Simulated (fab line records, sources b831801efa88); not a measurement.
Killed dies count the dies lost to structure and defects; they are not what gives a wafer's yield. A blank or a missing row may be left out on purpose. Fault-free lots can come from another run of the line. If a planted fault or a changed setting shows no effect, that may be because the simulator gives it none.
Which tool did it? | flow sky130 | 11 lots with 33 wafers sampled at 3 steps, on a route of 708 steps

== WHAT THE GAUGES SHOWED, per wafer ==
SKY_VT_ADJUST_LVTN_OVL_MEAS_18.
lot  | measured     | on         | VT_ADJUST_LVTN_01_OVL (nm)
L666 | day 9 03:32  | overlay-02 | -1.5 0.1 0.3
L667 | day 9 16:50  | overlay-02 | -0.4 0.5 -0.1
L669 | day 10 02:44 | overlay-02 | 0.1 -0.3 -1.7
L672 | day 10 13:41 | overlay-01 | - - -
L674 | day 10 18:24 | overlay-02 | 0.7 -0.6 -0.5
L679 | day 12 12:29 | overlay-01 | -2.1 -0.5 -1.2
L681 | day 13 04:23 | overlay-01 | -1.7 -1.1 -1.3
L682 | day 13 08:59 | overlay-01 | 0.7 -0.7 0.5
L683 | day 13 13:32 | overlay-02 | -0.9 0.4 -2.3
L684 | day 14 05:36 | overlay-01 | -0.1 -0.4 2.5
L686 | day 14 11:51 | overlay-01 | 0.1 0.7 1.6

== EACH LOT AND THE TOOL THAT RAN IT (in order: tool; ch and the chambers of the sampled wafers; start) ==
lot  | SKY_FIELD_ISO_ETCH_14             | SKY_VT_ADJUST_LVTN_EXPOSE_15
L666 | rie-diel-01 ch 0,2, day 2 20:21   | iline-stepper-01 ch 0, day 8 15:19
L667 | rie-diel-02 ch 0,1, day 3 01:31   | iline-stepper-02 ch 0, day 9 06:04
L669 | rie-diel-02 ch 0,1,3, day 3 10:51 | iline-stepper-01 ch 0, day 9 15:42
L672 | rie-diel-02 ch 0,3, day 4 02:50   | iline-stepper-01 ch 0, day 10 02:34
L674 | rie-diel-04 ch 1,2, day 4 12:33   | iline-stepper-01 ch 0, day 10 07:18
L679 | rie-diel-04 ch 0,1,2, day 5 17:09 | iline-stepper-01 ch 0, day 12 00:24
L681 | rie-diel-04 ch 0,2, day 6 06:23   | iline-stepper-02 ch 0, day 12 15:27
L682 | rie-diel-01 ch 1,3, day 6 08:21   | iline-stepper-01 ch 0, day 12 19:10
L683 | rie-diel-04 ch 0,1, day 6 14:23   | iline-stepper-02 ch 0, day 13 00:07
L684 | rie-diel-02 ch 0,2,3, day 6 20:06 | iline-stepper-01 ch 0, day 13 16:44
L686 | rie-diel-04 ch 0,1, day 7 04:25   | iline-stepper-01 ch 0, day 13 22:25
- SKY_FIELD_ISO_ETCH_14: etches BARC in N2/H2, stops on SiO2, time 45.9 s, target depth 60 nm.
- SKY_VT_ADJUST_LVTN_EXPOSE_15: exposes mask HVN STD DERIVED, target cd 600 nm.

== THE ANSWER, worked out from the rows above alone ==
Rule: the usual values come from the lots themselves. Put in order of their means at a reading, lots are off if they are a third of the lots or fewer, leave a main group of 4 or more, and stand apart from it by a gap of 3 or more times the standard deviation of the main group's means; of several such gaps the widest counts. A main group is skipped when, at the precision printed for the reading in the tables above, its means are all equal. A lot without any number at a reading at which 4 lots or more have one is off too. The other lots that the step has rows for count as sound.
Off: L672, at SKY_VT_ADJUST_LVTN_OVL_MEAS_18 (VT_ADJUST_LVTN_01_OVL). Without a number there: L672. Main group: mean -0.3 nm, sd 0.71.
A tool fits if, at a process step before that reading, it ran every lot that is off, and no sound lot after the first of them. Gauges at SKY_VT_ADJUST_LVTN_OVL_MEAS_18: tried the same way as those tools. Of those tried, none fits.

== WHAT THE SIMULATOR HAD INSERTED ==
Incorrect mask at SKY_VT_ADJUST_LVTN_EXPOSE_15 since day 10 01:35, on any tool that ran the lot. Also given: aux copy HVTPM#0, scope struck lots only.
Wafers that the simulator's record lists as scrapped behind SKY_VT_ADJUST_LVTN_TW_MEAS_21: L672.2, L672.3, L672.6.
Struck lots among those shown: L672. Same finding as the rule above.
